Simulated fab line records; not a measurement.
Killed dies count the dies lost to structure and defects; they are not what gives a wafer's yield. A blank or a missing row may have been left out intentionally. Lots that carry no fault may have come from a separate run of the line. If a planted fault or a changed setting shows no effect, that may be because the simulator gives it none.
One fault through the eyes of 2 desks || flow gf180mcu || every desk sees just its own numbers, and what lay behind them comes last

== THE TOOL OWNER'S DESK: furnace-01 ==
The tool's own readings at GF_DUAL_GATE_OXIDATION_15 (stabilise 600 s, purge 300 s, target thk 7.098 nm): means of the sampled wafers that have a number, for each lot that ran on this tool. If a lot's mean is further than 4 standard deviations from the usual mean, the lot is out of limits and carries the mark OUT (the distance appears in the brackets).
Columns: A = spikeTcCentreC at GF_DUAL_GATE_OXIDATION_15, usual 850.6 C; B = spikeTcTopC at GF_DUAL_GATE_OXIDATION_15, usual 863.9 C; C = spikeTcUpperC at GF_DUAL_GATE_OXIDATION_15, usual 850.1 C; D = tube_center_temp_C_max at GF_DUAL_GATE_OXIDATION_15, usual 852.2; E = zonePowerCentrePct at GF_DUAL_GATE_OXIDATION_15, usual 16.8 %; F = zonePowerTopPct at GF_DUAL_GATE_OXIDATION_15, usual 31.1 %; G = zonePowerUpperPct at GF_DUAL_GATE_OXIDATION_15, usual 16.2 %
{"lot": "L900", "first seen here": "day 9 01:58", "A": 851.6, "B": 864.9, "C": 850.1, "D": 852.2, "E": 16.4, "F": 30.4, "G": 17.6}
{"lot": "L906", "first seen here": "day 10 22:14", "A": 851.0, "B": 865.2, "C": 850.1, "D": 852.3, "E": 16.4, "F": 30.3, "G": 17.6}
{"lot": "L908", "first seen here": "day 11 12:46", "A": "857.4 (+4.8) OUT", "B": "872.7 (+4.9) OUT", "C": "809.9 (-40) OUT", "D": 852.3, "E": "22.7 (+11) OUT", "F": "38.4 (+8.4) OUT", "G": "1.6 (-9.1) OUT"}
{"lot": "L909", "first seen here": "day 11 22:01", "A": "856.5 (+4.2) OUT", "B": "871.5 (+4.2) OUT", "C": "810.8 (-39) OUT", "D": 851.8, "E": "22.9 (+11) OUT", "F": "38.6 (+8.6) OUT", "G": "1.6 (-9.1) OUT"}
{"lot": "L911", "first seen here": "day 12 07:34", "A": 856.1, "B": "872.3 (+4.7) OUT", "C": "810.4 (-40) OUT", "D": 852.0, "E": "22.9 (+11) OUT", "F": "38.6 (+8.6) OUT", "G": "1.6 (-9.1) OUT"}
{"lot": "L919", "first seen here": "day 15 05:50", "A": 852.0, "B": 865.1, "C": 851.3, "D": 852.2, "E": 16.4, "F": 30.2, "G": 17.6}
This desk's verdict: out of limits on L908, L909, L911, starting with L908 at day 11 12:46 (spikeTcCentreC at GF_DUAL_GATE_OXIDATION_15). In limits: L900, L906, L919.

== METROLOGY DESK ==
Means of the sampled wafers that have a number, per lot and without regard to the tool the lot ran on: this is what the gauges read. If a lot's mean is further than 4 standard deviations from the usual mean, the lot is out of limits and carries the mark OUT (the distance appears in the brackets).
Columns: A = V3_OVL at GF_V3_OVL_MEAS_15, usual -1 nm
{"lot": "L897", "first seen here": "day 22 08:26", "A": -3}
{"lot": "L899", "first seen here": "day 23 02:07", "A": 6}
{"lot": "L900", "first seen here": "day 23 10:47", "A": 5}
{"lot": "L901", "first seen here": "day 23 16:50", "A": 9}
{"lot": "L906", "first seen here": "day 25 13:53", "A": 2}
{"lot": "L908", "first seen here": "day 26 03:42", "A": -1}
{"lot": "L909", "first seen here": "day 26 15:01", "A": 5}
{"lot": "L910", "first seen here": "day 26 20:33", "A": -7}
{"lot": "L911", "first seen here": "day 26 23:37", "A": 0}
{"lot": "L918", "first seen here": "day 29 18:26", "A": 5}
{"lot": "L919", "first seen here": "day 29 19:11", "A": -5}
{"lot": "L920", "first seen here": "day 30 06:59", "A": 2}
Finding of this desk: none of the 12 lots has anything out of limits.

== ALL TOGETHER ==
The tool owner's desk had the chance to raise an alarm at day 11 12:46 on L908, L909, L911.
Metrology desk: nothing out of limits seen.
The metrology desk has L908, L909, L911 on record, within its limits.
The lots listed all ran GF_DUAL_GATE_OXIDATION_15 on furnace-01.

== WHAT THE SIMULATOR HAD INSERTED ==
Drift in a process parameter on furnace-01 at GF_DUAL_GATE_OXIDATION_15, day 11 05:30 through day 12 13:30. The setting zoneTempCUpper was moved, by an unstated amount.
Shown lots that were struck: L908, L909, L911.
Each desk's first reading out of limits, in hours after the fault started: the tool owner's desk, 7.
